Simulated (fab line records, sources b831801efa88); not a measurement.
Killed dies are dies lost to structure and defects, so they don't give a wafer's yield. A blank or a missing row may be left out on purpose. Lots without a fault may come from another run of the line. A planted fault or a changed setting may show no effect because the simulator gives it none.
Which tool did it? | flow sky130 | 6 lots, 18 wafers sampled, at 1 step of a route of 708

WHAT THE GAUGES READ, wafer by wafer
SKY_VIA3_BOW_MEAS_03.
lot  | measured     | on            | VIA3_BOW (um)
L479 | day 39 08:25 | film_metro-01 | 76 77 70
L483 | day 40 15:38 | film_metro-03 | 88 70 81
L485 | day 41 04:09 | film_metro-01 | 74 64 69
L492 | day 43 20:43 | film_metro-01 | 76 69 77
L494 | day 44 07:08 | film_metro-04 | 87 80 73
L498 | day 45 02:33 | film_metro-03 | 77 83 63

WHICH TOOL RAN EACH LOT (tool, then ch and the chambers of the sampled wafers, then the start)
The record holds no process step before these readings.

THE ANSWER, worked out from the rows above alone
Rule: what is usual is taken from the lots themselves. Put in order of their means at a reading, lots are off if they are a third of the lots or fewer, leave a main group of 4 or more, and stand apart from it by a gap of 3 or more times the standard deviation of the main group's means; of several such gaps the widest counts. A main group whose means are all the same, to the digits that the tables above print for the reading, isn't used. A lot without any number at a reading at which 4 lots or more have one is off too. The other lots that the step has rows for count as sound.
No lot is off at any reading shown: from this, nothing can be told.

WHAT THE SIMULATOR HAD PUT IN
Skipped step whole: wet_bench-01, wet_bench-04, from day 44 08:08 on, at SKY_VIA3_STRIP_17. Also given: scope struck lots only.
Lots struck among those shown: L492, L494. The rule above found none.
